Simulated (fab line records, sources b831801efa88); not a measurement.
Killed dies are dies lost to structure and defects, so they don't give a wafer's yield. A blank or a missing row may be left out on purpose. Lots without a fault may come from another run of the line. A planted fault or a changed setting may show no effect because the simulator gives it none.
fab line records | flow sky130
record lots=6 wafers=18 last_day=49
route steps=708 shown METAL3@572 VIA3@573 PAD_OPEN@708
lots that met no fault: from a run of the same line without faults
start_h: hours from the record's first day to the start of the lot's first wafer shown | wait_h: hours since the lot's step before | " the same as in the row above | L1.1+2: a row that stands for several wafers | - no value, or no start given | * or withheld: withheld | < > ~ a bound
route shown NAME@n: a module of which the file shows steps, and the number in the route of the first | usual: mean/standard deviation of fault-free wafers | same: alike in all rows | chamber/n: place in a boat | sites: the reading at each site | _std_site: their standard deviation | _edge_site: outer sites' mean less inner sites' | radius_mm: how far each site lies from the wafer's centre | mask NAME#n: copy n | behind: the tool/chamber that last shaped the wafer | hold: why the lot was held/for how many hours/how that ended | device: the transistor (n, p or np) that didn't switch | end of line: the same wafers' tests at the end of the route | a step without rows: its recipe alone | killed: dies lost to structure and defects at the first sort, not the wafer's yield | map: a wafer's dies, x killed, . not, _ none there
set.NAME: the setting as run; set.NAME@STEP: as run at that earlier step | model.NAME: the simulator's own value behind a step, which no gauge read
lots at some steps of the route; a table a step, a row a wafer
services: from which hour (start_h, from the record's first day; less than 0 if before it) a tool's chamber was out of use, for how many hours, and why
## steps
# step SKY_METAL3_CLEAN_22
# recipe chemistry=O3/DIW dry=n2_spin
# step SKY_VIA3_HDPCVD_00
# recipe material=SiO2 target_thk_nm=1635 sigma_open_frac=0.3 time_s=272.5 temp_c=400 sih4_flow_sccm=60 pressure_mtorr=6
# step SKY_VIA3_THK_MEAS_01
# recipe reads=SiO2_of_VIA3_HDPCVD_00
# usual VIA3_HDPCVD_THK=1627/19
# columns lot.wafer tool chamber start_h wait_h VIA3_HDPCVD_THK[nm]
L132.1 film_metro-04 - 925.65 0.1 1634
L132.2 " - " " 1626
L132.5 " - " " 1627
L136.1 film_metro-04 - 950.75 0.1 1647
L136.3 " - " " 1632
L136.5 " - " " 1659
L140.1 film_metro-02 - 974.79 0.1 1617
L140.3 " - " " 1621
L140.5 " - " " 1589
L145.1 film_metro-03 - 1003.71 0.1 1619
L145.3 " - " " 1602
L145.5 " - " " 1615
L146.3 film_metro-02 - 1012.87 0.1 1634
L146.5 " - " " 1611
L146.6 " - " " 1615
L147.2 film_metro-02 - 1018.32 0.1 1644
L147.4 " - " " 1621
L147.5 " - " " 1637
# step SKY_VIA3_CMP_02
# recipe material=SiO2 down_force_psi=4 platen_rpm=60 pad_velocity_m_s=0.94248
# usual head_pressure_psi=4.001/0.009 motor_current_A=12.1/1.3 slurry_flow_ml_min=150.0/0.49
# columns lot.wafer tool chamber start_h wait_h head_pressure_psi motor_current_A slurry_flow_ml_min
L132.1 cmp-02 1 925.76 0.1 4.022 11.0 150.1
L132.2 " 2 " " 3.987 11.8 150.3
L132.5 " 0 " " 4.007 11.4 150.3
L136.1 cmp-02 2 950.81 0.1 4.012 12.2 150.3
L136.3 " 0 " " 3.986 11.3 150.1
L136.5 " 2 " " 4.004 12.4 150.4
L140.3 cmp-02 0 974.85 0.0 4.002 11.5 149.8
L140.1 " 2 " " 4.013 11.7 150.5
L140.5 " 1 " " 4.003 9.7 150.0
L145.3 cmp-01 3 1003.77 0.0 4.012 12.7 149.9
L145.1 " 0 " " 4.014 14.5 150.1
L145.5 " 3 " " 4.003 13.1 149.7
L146.3 cmp-01 3 1012.96 0.1 3.988 13.1 149.6
L146.5 " 2 " " 4.007 11.4 150.0
L146.6 " 3 " " 3.998 13.1 149.0
L147.2 cmp-02 2 1018.47 0.1 4.005 11.4 150.2
L147.4 " 3 " " 4.001 10.8 149.9
L147.5 " 1 " " 4.015 10.4 149.4
# step SKY_VIA3_BOW_MEAS_03
# recipe mode=bow
# usual VIA3_BOW=78/7.4
# columns lot.wafer tool chamber start_h wait_h VIA3_BOW[um]
L132.1 film_metro-02 - 926.01 0.2 82
L132.2 " - " " 81
L132.5 " - " " 65
L136.1 film_metro-02 - 951.11 0.2 73
L136.3 " - " " 77
L136.5 " - " " 84
L140.1 film_metro-04 - 975.15 0.1 88
L140.3 " - " " 93
L140.5 " - " " 82
L145.1 film_metro-03 - 1004.07 0.2 81
L145.3 " - " " 83
L145.5 " - " " 80
L146.3 film_metro-03 - 1013.25 0.2 70
L146.5 " - " " 75
L146.6 " - " " 76
L147.2 film_metro-04 - 1018.69 0.2 75
L147.4 " - " " 72
L147.5 " - " " 87
# step SKY_VIA3_DEHYDRATE_04
# recipe temp_c=200 time_s=60
# step SKY_VIA3_HMDS_05
# recipe prime_time_s=60 prime_temp_c=120
# step SKY_VIA3_COAT_06
# recipe resist=BARC temp_c=withheld time_s=withheld spin_rpm=3000 resist_thk_nm=60
# step SKY_VIA3_COAT_07
# recipe resist=KrF-thick spin_rpm=3000 resist_thk_nm=450
# step SKY_VIA3_SOFTBAKE_08
# recipe temp_c=100 time_s=90 resist=KrF-thick
# step SKY_VIA3_EXPOSE_09
# recipe mask_id=VIM3 na=0.8 source_shape=annular sigma_inner=0.55 sigma_outer=0.85 target_cd_nm=200 dose_mj=38
# step SKY_VIA3_PEB_10
# recipe peb_temp_c=withheld peb_time_s=withheld resist=KrF-thick
# step SKY_VIA3_DEVELOP_11
# recipe develop_time_s=60 resist=KrF-thick dev_temp_c=21
# usual developer_temp_C=21.01/0.12
# columns lot.wafer tool chamber start_h wait_h developer_temp_C
L132.1 litho_track-02 0 950 - 21.15
L132.2 " 0 " " 21.12
L132.5 " 0 " " 20.99
L136.1 litho_track-03 0 974 - 20.82
L136.3 " 0 " " 21.05
L136.5 " 0 " " 20.93
L140.1 litho_track-02 0 998 - 21.14
L140.3 " 0 " " 21.17
L140.5 " 0 " " 21.22
L145.1 litho_track-03 0 1026 - 20.18
L145.3 " 0 " " 20.18
L145.5 " 0 " " 20.27
L146.3 litho_track-02 0 1036 - 21.06
L146.5 " 0 " " 21.06
L146.6 " 0 " " 21.08
L147.2 litho_track-03 0 1040 - 20.13
L147.4 " 0 " " 20.10
L147.5 " 0 " " 20.05
# step SKY_VIA3_CD_MEAS_12
# recipe target_cd_nm=200
# usual cd_nm=200.5/1.4
# columns lot.wafer tool chamber start_h wait_h cd_nm
L132.1 cd_sem-02 - 950.66 - 202.3
L132.2 " - " " 203.5
L132.5 " - " " 202.2
L136.1 cd_sem-01 - 974.53 - 200.3
L136.3 " - " " 199.9
L136.5 " - " " 201.0
L140.1 cd_sem-01 - 998.61 - 197.6
L140.3 " - " " 197.4
L140.5 " - " " 196.8
L145.1 cd_sem-01 - 1026.68 - 198.3
L145.3 " - " " 199.3
L145.5 " - " " 197.7
L146.3 cd_sem-02 - 1036.70 - 202.1
L146.5 " - " " 203.7
L146.6 " - " " 201.0
L147.2 cd_sem-01 - 1041.05 - 200.0
L147.4 " - " " 199.0
L147.5 " - " " 199.1
# step SKY_PAD_OPEN_PROBE_99
# usual defect_limited_yield=82.4/1.8 killed_at_M0_to_M3=44/6 killed_at_M4_up=2.9/1.5 killed_at_contacts=24/4.9 killed_at_front_end=16/4.3 killed_at_other=0.3/0.54 killed_dies=87/8.7 killed_open=48/6.7 killed_short=39/5.9 sort_bin_3_pad_short=0.9/0.4 sort_bin_5_function=10.5/1.5 sort_bin_6_memory=6.2/1.1 sort_n_pass=405/8.7 sort_yield_pct=82.4/1.8
# same gross_dies=492 killed_at_back_side=0 sort_bin_4_leakage[%]=0 sort_bin_8_speed[%]=0
# columns lot.wafer tool chamber start_h wait_h defect_limited_yield[%] killed_at_M0_to_M3 killed_at_M4_up killed_at_contacts killed_at_front_end killed_at_other killed_dies killed_open killed_short sort_bin_3_pad_short[%] sort_bin_5_function[%] sort_bin_6_memory[%] sort_n_pass sort_yield_pct[%]
L132.1 prober-01 - 1095.48 0.1 82.9 42 3 26 13 0 84 48 36 0.6 9.8 6.7 408 82.9
L132.2 prober-01 - 1095.53 0.1 81.9 50 3 29 7 0 89 52 37 0.2 11.0 6.9 403 81.9
L132.5 prober-01 - 1095.68 0.2 82.5 43 3 26 14 0 86 43 43 1.2 8.5 7.7 406 82.5
# killed by level:class
L132.1 VIA1:geometric_particle:open=10 VIA3:geometric_particle:open=8 CONTACT:geometric_particle:open=8 METAL2:geometric_particle:short=6 VIA2:geometric_particle:open=6 FIELD_ISO:geometric_particle:short=5 LI_CONTACT:geometric_particle:open=5 LOCAL_INTERCONNECT:geometric_particle:short=5
L132.2 VIA3:geometric_particle:open=13 VIA1:geometric_particle:open=12 CONTACT:geometric_particle:open=11 METAL2:geometric_particle:short=8 LI_CONTACT:geometric_particle:open=7 CONTACT:geometric_particle:short=5 METAL1:geometric_particle:short=5 LOCAL_INTERCONNECT:geometric_particle:short=4
L132.5 LOCAL_INTERCONNECT:geometric_particle:short=8 CONTACT:geometric_particle:open=8 VIA1:geometric_particle:open=8 METAL1:geometric_particle:short=8 METAL2:geometric_particle:short=6 METAL3:geometric_particle:short=6 VIA3:geometric_particle:open=6 FIELD_ISO:geometric_particle:open=5
## services
# columns tool chamber start_h hours kind
cmp-02 - 912.77 4.0 pm
cmp-02 - 916.77 - consumable_replace:conditioner
cmp-02 - 916.77 - consumable_replace:pad
cmp-01 - 918.79 1.3 repair
cmp-01 - 943.33 0.4 repair
cmp-01 - 960.52 2.7 repair
cmp-02 - 984.65 1.8 repair
cmp-01 - 985.36 4.5 repair
cmp-02 - 1007.31 0.2 repair
## key
first_sign step=SKY_VIA3_DEVELOP_11 reading=developer_temp_C direction=down sigmas=7.4 usual=* struck=*
effect none on later readings
met_at SKY_VIA3_DEVELOP_11
struck_wafers L145.1,L145.3,L145.5,L147.2,L147.4,L147.5
onset_between 974 1026
fault kind=process_parameter_drift tool=litho_track-03 chamber=- onset_h=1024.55 steps=SKY_VIA3_DEVELOP_11 channel=dev_temp_c offset=* shape=step end_h=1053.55 acts_in=* stated=*
